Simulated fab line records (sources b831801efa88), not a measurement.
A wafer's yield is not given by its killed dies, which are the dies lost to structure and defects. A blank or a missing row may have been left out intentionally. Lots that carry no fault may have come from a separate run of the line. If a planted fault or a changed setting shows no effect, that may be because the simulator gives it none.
Struck lot and sound lot, side by side / flow sky130 / 35 out of 708 route steps
Sound: the wafers L871.1, L871.2, L871.4. The struck wafers were L882.1, L882.2, L882.5. Last of all comes the cause.
Order at every step that has rows: each side's tool, ch and its chambers, its first start. Under that, the readings that differ: sound wafers / struck wafers / difference of the means / sigmas: that difference in standard deviations of wafers without a fault.
alike: readings whose means differ by less than 2 such deviations, and words and numbers that are the same on both sides. not compared: withheld readings, readings that some wafer has no value for, bounds like >300 that may hide the same value, and numbers for which the record gives no deviation and whose values overlap.
A row with sigmas, a row that says differs or no value, or rows on one side alone: a step with any of these is where the two part. Numbers that don't overlap but have no deviation are shown without sigmas and don't part them. A reading that every wafer of one side lacks parts them only if that side has two wafers or more.

first, 6 steps without rows for these wafers: SKY_PWDE_HMDS_01 (prime time 60 s); SKY_PWDE_COAT_02 (resist thk 3000 nm); SKY_PWDE_SOFTBAKE_03; SKY_PWDE_EXPOSE_04 (exposes mask PWDEM, target cd 840 nm); SKY_PWDE_PEB_05; SKY_PWDE_DEVELOP_06 (develop time 60 s).
SKY_PWDE_OVL_MEAS_07:
  struck on overlay-02, day 6 23:01; sound on overlay-01, day 4 05:08
  alike: PWDE_OVL
following that, these wafers have no rows for 1 step: SKY_PWDE_IMPLANT_08.
SKY_PWDE_STRIP_09: strips in O2/N2.
  sound on plasma asher-01 ch 0,1, day 4 05:20; struck on plasma asher-01 ch 0,1, day 6 23:12
  alike: drypump motor current A, oes product au, strip time to endpoint s
  not compared: rf hours counter h
SKY_PWDE_TW_MEAS_10:
  struck on film metro-04, day 6 23:18; sound on film metro-02, day 4 05:26
reading=PWDE_TW; sound=376 376 376; struck=385 386 388; difference=+10; sigmas=+3
then, 2 steps without rows for these wafers: SKY_NWELL_DEHYDRATE_03 (time 60 s); SKY_NWELL_HMDS_04 (prime time 60 s).
SKY_NWELL_COAT_05: resist thk 3000 nm.
  sound on litho track-01 ch 0, day 4 13:10; struck on litho track-01, day 7 08:28
  no value came back on the struck wafers for chill plate temp C (C), dispense pressure kPa (kPa), spin speed rpm (rpm); on the sound wafers chill plate temp C (C) reads 23.00 22.98 23.15
then, 4 steps without rows for these wafers: SKY_NWELL_SOFTBAKE_06; SKY_NWELL_EXPOSE_07 (exposes mask NWM, target cd 840 nm); SKY_NWELL_PEB_08; SKY_NWELL_DEVELOP_09 (develop time 60 s).
SKY_NWELL_OVL_MEAS_10:
  struck on overlay-02, day 7 18:11; sound on overlay-01, day 4 22:19
reading=NWELL_00_OVL (nm); sound=0.9 1.2 -0.3; struck=- - -; difference=no value on the struck wafers; sigmas=
then, 3 steps without rows for these wafers: SKY_NWELL_IMPLANT_11; SKY_NWELL_IMPLANT_12; SKY_NWELL_IMPLANT_13.
SKY_NWELL_STRIP_14: strips in O2/N2.
  sound on plasma asher-04 ch 0,1, day 4 22:49; struck on plasma asher-03 ch 0,1, day 7 18:40
  no value came back on the struck wafers for oes product au (a.u.), strip time to endpoint s (s); on the sound wafers oes product au (a.u.) reads 0.718 0.723 0.720
  alike: drypump motor current A
  not compared: rf hours counter h
SKY_NWELL_TW_MEAS_15:
  struck on film metro-01, day 7 18:46; sound on film metro-02, day 4 22:55
  alike: NWELL_TW
then, 7 steps without rows for these wafers: SKY_NWELL_DEHYDRATE_16 (time 60 s); SKY_NWELL_HMDS_17 (prime time 60 s); SKY_NWELL_COAT_18 (resist thk 3000 nm); SKY_NWELL_SOFTBAKE_19; SKY_NWELL_EXPOSE_20 (exposes mask NWM COMPLEMENT, target cd 840 nm); SKY_NWELL_PEB_21; SKY_NWELL_DEVELOP_22 (develop time 60 s).
SKY_NWELL_OVL_MEAS_23:
  struck on overlay-02, day 8 15:05; sound on overlay-01, day 5 16:05
  alike: NWELL_01_OVL
following that, these wafers have no rows for 1 step: SKY_NWELL_IMPLANT_24.
SKY_NWELL_STRIP_25: strips in O2/N2.
  sound on plasma asher-02 ch 0,1, day 5 20:04; struck on plasma asher-04 ch 0,1, day 8 15:17
  alike: drypump motor current A, oes product au, strip time to endpoint s
  not compared: rf hours counter h
SKY_NWELL_TW_MEAS_26:
  struck on film metro-02, day 8 15:23; sound on film metro-04, day 5 20:10
reading=NWELL_2_TW; sound=507 506 509; struck=1835 1837 1833; difference=+1328; sigmas=+99 or more
then, 1 step without rows for these wafers: SKY_NWELL_CLEAN_27 (cleans in SC1/SC2, time 150 s).

WHERE THEY PART
First at SKY_PWDE_TW_MEAS_10; last, within this record, at SKY_NWELL_TW_MEAS_26.

WHY: what had been put in by the simulator
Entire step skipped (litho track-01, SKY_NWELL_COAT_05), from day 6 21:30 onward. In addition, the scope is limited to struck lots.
